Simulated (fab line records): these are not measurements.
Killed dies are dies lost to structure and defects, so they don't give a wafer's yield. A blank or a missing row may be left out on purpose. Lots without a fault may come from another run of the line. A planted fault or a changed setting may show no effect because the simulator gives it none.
What tool caused it?    flow sky130    14 lots with 42 wafers sampled at 4 steps, on a route of 708 steps

== WHAT EACH GAUGE READ, for each wafer ==
SKY_VT_ADJUST_HVTR_OVL_MEAS_08. Usual: for VT_ADJUST_HVTR_OVL the level is 0.7 nm and the standard deviation is 1.4.
lot   measured      on          VT_ADJUST_HVTR_OVL (nm)  flag
L438  day 9 18:30   overlay-02  0.6 0.0 0.4              
L442  day 10 18:39  overlay-02  1.7 3.4 2.7              
L443  day 10 21:33  overlay-02  2.9 3.1 4.0              
L444  day 11 07:50  overlay-01  0.2 -0.3 0.4             
L449  day 12 17:38  overlay-01  4.4 1.8 0.5              
L451  day 13 12:34  overlay-02  1.9 -0.6 1.9             
L452  day 14 02:39  overlay-01  -1.2 1.3 -0.7            
L453  day 14 08:55  overlay-01  -0.4 3.2 2.3             
L454  day 14 14:22  overlay-02  1.7 1.3 1.3              
L456  day 15 00:40  overlay-01  -2.1 0.0 0.9             
L457  day 15 11:26  overlay-01  0.8 2.9 2.4              
L458  day 15 23:35  overlay-02  -0.7 -2.2 -1.4           
L459  day 16 06:41  overlay-02  0.8 3.3 0.0              
L460  day 16 10:14  overlay-02  1.3 1.4 -0.9             

SKY_POLY_GATE_CD_MEAS_22. Usual: cd-nm at 149.0 nm, with a standard deviation of 2.4.
lot   measured      on         cd-nm (nm)         flag
L438  day 16 16:16  cd-sem-02  152.9 151.5 153.4  
L442  day 18 07:55  cd-sem-02  151.1 147.6 150.3  
L443  day 17 23:44  cd-sem-02  146.2 151.9 150.4  
L444  day 18 19:20  cd-sem-01  146.9 149.9 146.8  
L449  day 20 13:40  cd-sem-01  146.4 150.5 149.2  
L451  day 21 15:16  cd-sem-01  151.7 147.4 150.4  
L452  day 22 07:24  cd-sem-01  148.4 151.0 148.8  
L453  day 22 19:29  cd-sem-02  146.6 149.0 147.7  
L454  day 22 17:05  cd-sem-02  147.9 149.3 149.0  
L456  day 23 09:27  cd-sem-02  149.3 155.3 151.0  
L457  day 23 16:02  cd-sem-02  152.5 149.0 150.1  
L458  day 24 07:26  cd-sem-02  151.5 148.7 150.9  
L459  day 24 12:52  cd-sem-01  149.8 150.3 146.2  
L460  day 24 14:09  cd-sem-01  146.6 144.8 146.7  

SKY_SD_P_OVL_MEAS_08. Usual: for SD_P_OVL the level is 1.2 nm and the standard deviation is 1.3.
lot   measured      on          SD_P_OVL (nm)  flag
L438  day 25 13:35  overlay-01  0.7 2.0 0.2    
L442  day 27 04:13  overlay-01  2.9 1.4 2.4    
L443  day 26 21:57  overlay-01  1.9 5.3 2.3    
L444  day 27 16:36  overlay-02  2.8 2.8 3.1    
L449  day 29 08:33  overlay-01  1.4 0.9 -0.8   
L451  day 30 10:37  overlay-01  2.0 2.7 1.4    
L452  day 31 01:25  overlay-02  -0.5 2.2 1.3   
L453  day 31 05:40  overlay-02  -1.8 0.2 0.2   
L454  day 31 04:26  overlay-01  2.2 3.1 1.7    
L456  day 31 12:28  overlay-02  1.0 -0.8 1.3   
L457  day 32 14:12  overlay-01  2.7 2.2 0.4    
L458  day 32 19:38  overlay-01  3.5 2.4 1.4    
L459  day 32 19:56  overlay-01  -0.6 0.5 1.1   
L460  day 32 23:52  overlay-02  0.1 -0.9 0.6   

== WHICH TOOL RAN EACH LOT (tool, then ch and the chambers of the sampled wafers, then the start) ==
lot   SKY_LDD_LDN_PEB_05
L438  litho-track-04 ch 0, day 22 23:13
L442  litho-track-04, day 24 15:17
L443  litho-track-04 ch 0, day 24 08:23
L444  litho-track-04, day 25 04:52
L449  litho-track-01 ch 0, day 26 20:23
L451  litho-track-01 ch 0, day 27 19:29
L452  litho-track-02 ch 0, day 28 11:15
L453  litho-track-02 ch 0, day 28 23:07
L454  litho-track-04 ch 0, day 28 20:25
L456  litho-track-01 ch 0, day 29 11:07
L457  litho-track-04 ch 0, day 29 18:16
L458  litho-track-04 ch 0, day 30 07:16
L459  litho-track-02 ch 0, day 30 09:34
L460  litho-track-04 ch 0, day 30 09:38
- SKY_LDD_LDN_PEB_05

== AS READ BY THE TOOLS THEMSELVES (means over the sampled wafers that have a number; for cases with no such wafer, the mark the record gives instead) ==
SKY_LDD_LDN_PEB_05. Usual: exhaust-pa at 45.0 Pa, with a standard deviation of 1.
lot   tool            exhaust-pa (Pa)  flag
L438  litho-track-04  45.3             
L442  litho-track-04  -                OFF
L443  litho-track-04  45.9             
L444  litho-track-04  -                OFF
L449  litho-track-01  44.8             
L451  litho-track-01  45.9             
L452  litho-track-02  44.6             
L453  litho-track-02  45.2             
L454  litho-track-04  45.5             
L456  litho-track-01  45.0             
L457  litho-track-04  44.6             
L458  litho-track-04  45.4             
L459  litho-track-02  46.0             
L460  litho-track-04  47.7             

== THE ANSWER, worked out from the rows above alone ==
Rule: take the mean of a lot's wafers that have a number; if it is more than 3 standard deviations from the usual mean, the lot is off. A lot without any number at a reading at which 4 lots or more have one is off too. Any other lot the step has rows for is counted as sound. The gauges are gone through in route order, then the tools' own readings, and for those a lot's mean is taken as printed above. The first step at which some lot is off is used, and at that step the reading that is off furthest; a lot without a number counts as furthest.
Off: L442, L444, at SKY_LDD_LDN_PEB_05 (exhaust-pa). Without a number there: L442, L444.
If a tool, at that step or one of the process steps before it, ran each lot that is off and ran no sound lot following the first of them, it fits. No candidate that was tried fits.

== WHAT WAS PUT IN BY THE SIMULATOR ==
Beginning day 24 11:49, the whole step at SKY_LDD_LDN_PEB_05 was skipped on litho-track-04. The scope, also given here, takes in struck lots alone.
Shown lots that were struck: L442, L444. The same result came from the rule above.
